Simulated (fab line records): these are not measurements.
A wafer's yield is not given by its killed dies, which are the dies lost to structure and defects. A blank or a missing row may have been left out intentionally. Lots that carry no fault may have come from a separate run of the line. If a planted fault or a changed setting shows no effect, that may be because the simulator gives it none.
fab line records -- flow sky130
[record] lots = 13, wafers = 39, lastDay = 50
route steps=708 shown FIELD_ISO@17 PWDE@49 VT_ADJUST_PCH@153 SONOS_TUNNEL@162
lots that met no fault: from a run of the same line without faults
startH: hours from the record's opening day to when the first of the lot's shown wafers began -- waitH: hours from the lot's prior step to this one -- " as in the row above -- L1.1+2: a single row standing in for several wafers -- - value missing, or start not given -- * or withheld: withheld -- < > ~ a bound
route shown NAME@n: a module of which the file shows steps, and the number in the route of the first -- usual: average and standard deviation across the fault-free wafers -- same: alike in all rows -- chamber/n: place in a boat -- sites: per-site readings -- _std_site: their standard deviation -- _edge_site: inner sites' mean taken away from outer sites' mean -- radiusMm: how far each site lies from the wafer's centre -- mask NAME#n: copy n -- behind: the tool/chamber that last shaped the wafer -- hold: cause of the lot's hold/its duration in hours/its outcome -- device: whichever transistor did not switch (one of n, p or np) -- end of line: at the end of the route, the tests of the same wafers -- a step without rows: its recipe alone -- killed: dies lost to structure and defects at the first sort, not the wafer's yield -- map: a wafer's dies, x killed, . not, _ none there
set.NAME: the run value of the setting; set.NAME@STEP: its run value at that earlier step -- model.NAME: the simulator's own value behind a step, which no gauge read
route steps across a sampled set of lots; one table per step, one row per wafer
services: the hour from which a tool's chamber was out of use, counted from the record's first day as startH (under 0 if before that day), plus the number of hours and why
[[steps]]
[step SKY_FIELD_ISO_STRIP_16]
[recipe] chemistry = O2/N2, powerW = 1400, pressureMtorr = 1500, platenTempC = withheld, o2FlowSccm = 3000, n2FlowSccm = 300, overashFraction = 0.5
[usual] drypumpMotorCurrentA = 5.52/0.3, oesProductAu = 0.377/0.0049, stripTimeToEndpointS = 3.54/0.039
lot.wafer,tool,chamber,startH,waitH,drypumpMotorCurrentA,oesProductAu,rfHoursCounterH,stripTimeToEndpointS
L814.2,plasmaAsher-02,1,37.54,0.0,5.59,0.380,34,3.55
L814.3,plasmaAsher-02,1,37.54,0.0,5.63,0.371,-,3.53
L814.5,plasmaAsher-02,0,37.54,0.0,5.65,0.375,-,3.53
L822.1,plasmaAsher-02,1,74.66,0.0,5.61,0.376,38,3.53
L822.2,plasmaAsher-02,0,74.66,0.0,5.66,0.374,38,3.53
L822.4,plasmaAsher-02,0,74.66,0.0,5.66,0.380,-,3.58
L825.2,plasmaAsher-04,1,90.46,0.0,4.90,0.383,29,3.56
L825.5,plasmaAsher-04,0,90.46,0.0,5.46,0.374,-,3.56
L825.6,plasmaAsher-04,1,90.46,0.0,4.89,0.373,-,3.50
L826.3,plasmaAsher-02,0,96.74,0.1,5.66,0.372,-,3.50
L826.5,plasmaAsher-02,0,96.74,0.1,5.67,0.376,-,3.59
L826.6,plasmaAsher-02,1,96.74,0.1,5.62,0.372,-,3.51
L827.1,plasmaAsher-02,1,101.40,0.0,5.63,0.382,40,3.52
L827.4,plasmaAsher-02,1,101.40,0.0,5.62,0.380,-,3.57
L827.6,plasmaAsher-02,1,101.40,0.0,5.62,0.383,-,3.57
L828.2,plasmaAsher-04,0,106.31,0.0,5.45,0.381,31,3.56
L828.4,plasmaAsher-04,1,106.31,0.0,4.88,0.375,-,3.54
L828.6,plasmaAsher-04,0,106.31,0.0,5.44,0.385,-,3.61
L829.1,plasmaAsher-03,0,111.64,0.0,5.53,0.367,43,3.49
L829.2,plasmaAsher-03,1,111.64,0.0,5.93,0.380,43,3.54
L829.6,plasmaAsher-03,0,111.64,0.0,5.53,0.374,-,3.58
L830.1,plasmaAsher-04,0,118.21,0.0,5.46,0.377,32,3.56
L830.2,plasmaAsher-04,1,118.21,0.0,4.86,0.379,32,3.53
L830.3,plasmaAsher-04,0,118.21,0.0,5.45,0.387,-,3.56
L831.1,plasmaAsher-03,1,122.46,0.0,5.87,0.381,45,3.59
L831.3,plasmaAsher-03,1,122.46,0.0,5.92,0.385,-,3.51
L831.4,plasmaAsher-03,0,122.46,0.0,5.53,0.380,-,3.56
L833.2,plasmaAsher-02,0,133.74,0.0,5.68,0.373,2,3.53
L833.3,plasmaAsher-02,1,133.74,0.0,5.61,0.379,-,3.56
L833.5,plasmaAsher-02,1,133.74,0.0,5.64,0.382,-,3.54
L834.1,plasmaAsher-04,1,146.40,0.0,4.88,0.382,35,3.59
L834.2,plasmaAsher-04,0,146.40,0.0,5.43,0.376,35,3.51
L834.4,plasmaAsher-04,1,146.40,0.0,4.89,0.375,-,3.57
L835.1,plasmaAsher-02,1,147.41,0.0,5.63,0.375,3,3.56
L835.3,plasmaAsher-02,0,147.41,0.0,5.66,0.385,-,3.53
L835.5,plasmaAsher-02,1,147.41,0.0,5.62,0.378,-,3.52
L836.1,plasmaAsher-02,0,149.10,0.0,5.66,0.387,3,3.52
L836.4,plasmaAsher-02,1,149.10,0.0,5.63,0.379,-,3.54
L836.6,plasmaAsher-02,1,149.10,0.0,5.62,0.382,-,3.59
[step SKY_PWDE_EXPOSE_04]
[recipe] maskId = PWDEM, na = 0.6, sourceShape = conventional, sigmaOuter = 0.6, polarization = unpolarized, targetCdNm = 840, doseMj = 214
lot.wafer,tool,chamber,startH,waitH,mask
L814.2+3+5,ilineStepper-01,0,67.91,-,PWDEM#0
L822.1+2+4,ilineStepper-01,0,106.82,-,PWDEM_R1#0
L825.2+5+6,ilineStepper-01,0,127.65,-,PWDEM#0
L826.3+5+6,ilineStepper-02,0,131.58,-,PWDEM#0
L827.1+4+6,ilineStepper-01,0,138.21,-,PWDEM#0
L828.2+4+6,ilineStepper-02,0,142.68,-,PWDEM#0
L829.1+2+6,ilineStepper-02,0,150.48,-,PWDEM#0
L830.1+2+3,ilineStepper-01,0,155.96,-,PWDEM#0
L831.1+3+4,ilineStepper-02,0,159.81,-,PWDEM#0
L833.2+3+5,ilineStepper-02,0,170.04,-,PWDEM#0
L835.1+3+5,ilineStepper-01,0,183.09,-,PWDEM#0
L834.1+2+4,ilineStepper-01,0,183.58,-,PWDEM#0
L836.1+4+6,ilineStepper-01,0,191.28,-,PWDEM#0
[step SKY_VT_ADJUST_PCH_TW_MEAS_10]
[usual] VT_ADJUST_PCH_TW = 141.6/1.1
lot.wafer,tool,chamber,startH,waitH,VT_ADJUST_PCH_TW
L814.2,filmMetro-02,-,231.01,0.1,141.2
L814.3,filmMetro-02,-,231.01,0.1,141.4
L814.5,filmMetro-02,-,231.01,0.1,141.5
L822.1,filmMetro-03,-,283.87,0.1,141.7
L822.2,filmMetro-03,-,283.87,0.1,142.5
L822.4,filmMetro-03,-,283.87,0.1,141.8
L825.2,filmMetro-01,-,314.04,0.1,140.9
L825.5,filmMetro-01,-,314.04,0.1,140.9
L825.6,filmMetro-01,-,314.04,0.1,140.5
L826.3,filmMetro-03,-,319.85,0.1,144.5
L826.5,filmMetro-03,-,319.85,0.1,144.4
L826.6,filmMetro-03,-,319.85,0.1,144.4
L827.1,filmMetro-01,-,328.92,0.1,140.7
L827.4,filmMetro-01,-,328.92,0.1,141.1
L827.6,filmMetro-01,-,328.92,0.1,140.9
L828.2,filmMetro-01,-,334.33,0.1,140.7
L828.4,filmMetro-01,-,334.33,0.1,140.5
L828.6,filmMetro-01,-,334.33,0.1,141.0
L829.1,filmMetro-03,-,349.67,0.1,142.2
L829.2,filmMetro-03,-,349.67,0.1,142.9
L829.6,filmMetro-03,-,349.67,0.1,143.3
L830.1,filmMetro-03,-,353.38,0.1,142.6
L830.2,filmMetro-03,-,353.38,0.1,142.0
L830.3,filmMetro-03,-,353.38,0.1,142.8
L831.1,filmMetro-03,-,358.73,0.1,142.5
L831.3,filmMetro-03,-,358.73,0.1,144.0
L831.4,filmMetro-03,-,358.73,0.1,142.2
L833.2,filmMetro-02,-,371.58,0.1,140.9
L833.3,filmMetro-02,-,371.58,0.1,140.3
L833.5,filmMetro-02,-,371.58,0.1,141.7
L835.1,filmMetro-01,-,392.88,0.1,139.8
L835.3,filmMetro-01,-,392.88,0.1,140.2
L835.5,filmMetro-01,-,392.88,0.1,138.9
L834.1,filmMetro-03,-,393.23,0.1,142.8
L834.2,filmMetro-03,-,393.23,0.1,142.3
L834.4,filmMetro-03,-,393.23,0.1,143.0
L836.1,filmMetro-02,-,405.52,0.1,141.3
L836.4,filmMetro-02,-,405.52,0.1,141.0
L836.6,filmMetro-02,-,405.52,0.1,141.1
[step SKY_SONOS_TUNNEL_OVL_MEAS_08]
[usual] SONOS_TUNNEL_OVL = -1.0/1.2
lot.wafer,tool,chamber,startH,waitH,SONOS_TUNNEL_OVL[nm]
L814.2,overlay-02,-,253.71,0.1,-2.8
L814.3,overlay-02,-,253.71,0.1,-3.2
L814.5,overlay-02,-,253.71,0.1,-2.7
L822.1,overlay-01,-,308.90,0.1,0.1
L822.2,overlay-01,-,308.90,0.1,1.3
L822.4,overlay-01,-,308.90,0.1,-0.3
L825.2,overlay-01,-,340.47,0.1,-1.0
L825.5,overlay-01,-,340.47,0.1,-2.0
L825.6,overlay-01,-,340.47,0.1,-1.9
L826.3,overlay-02,-,346.92,0.1,-1.4
L826.5,overlay-02,-,346.92,0.1,-1.1
L826.6,overlay-02,-,346.92,0.1,-1.0
L827.1,overlay-02,-,356.80,0.1,0.4
L827.4,overlay-02,-,356.80,0.1,0.9
L827.6,overlay-02,-,356.80,0.1,0.3
L828.2,overlay-01,-,362.01,0.1,-0.6
L828.4,overlay-01,-,362.01,0.1,-0.5
L828.6,overlay-01,-,362.01,0.1,-0.9
L829.1,overlay-02,-,377.75,0.1,-1.4
L829.2,overlay-02,-,377.75,0.1,-2.7
L829.6,overlay-02,-,377.75,0.1,-2.4
L830.1,overlay-02,-,381.10,0.1,-0.6
L830.2,overlay-02,-,381.10,0.1,-1.9
L830.3,overlay-02,-,381.10,0.1,-0.3
L831.1,overlay-02,-,387.05,0.1,-1.5
L831.3,overlay-02,-,387.05,0.1,-0.7
L831.4,overlay-02,-,387.05,0.1,-1.2
L833.2,overlay-01,-,400.77,0.1,-1.6
L833.3,overlay-01,-,400.77,0.1,-0.6
L833.5,overlay-01,-,400.77,0.1,-2.4
L835.1,overlay-02,-,422.55,0.1,-2.1
L835.3,overlay-02,-,422.55,0.1,-2.8
L835.5,overlay-02,-,422.55,0.1,-3.0
L834.1,overlay-02,-,422.85,0.1,0.1
L834.2,overlay-02,-,422.85,0.1,-1.5
L834.4,overlay-02,-,422.85,0.1,0.2
L836.1,overlay-01,-,436.00,0.1,-1.4
L836.4,overlay-01,-,436.00,0.1,-1.5
L836.6,overlay-01,-,436.00,0.1,0.4
[[services]]
tool,chamber,startH,hours,kind
ilineStepper-02,-,45.73,1.7,pm
ilineStepper-01,-,52.87,1.7,pm
ilineStepper-02,-,78.89,5.2,repair
plasmaAsher-02,-,108.75,9.0,pm
plasmaAsher-02,0,108.75,9.0,ventCycle
plasmaAsher-02,1,108.75,9.0,ventCycle
plasmaAsher-02,0,117.75,-,clean
plasmaAsher-02,1,117.75,-,clean
plasmaAsher-04,-,163.93,0.7,repair
ilineStepper-01,-,169.74,4.4,pm
[[key]]
[firstSign] step = SKY_PWDE_EXPOSE_04, reading = mask, direction = changed
effect none on later readings
metAt SKY_PWDE_EXPOSE_04
struckLots L822
testerLeftOut L822
notActingAt SKY_FIELD_ISO_STRIP_16,SKY_VT_ADJUST_PCH_TW_MEAS_10,SKY_SONOS_TUNNEL_OVL_MEAS_08
onsetBetween 67.91 106.82
[fault] kind = wrongMask, tool = any, chamber = -, onsetH = 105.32, steps = SKY_PWDE_EXPOSE_04, auxCopy = PWDEM_R1#0, cdOffsetNm = 59, scope = struckLotsOnly
// testerLeftOut: of these lots the tester's yield and bins aren't shown, on N5 and GAA mostly nor the transistor test; their killed dies are dies lost to structure and defects alone, not to doping, threshold or leakage, so they don't give the yield
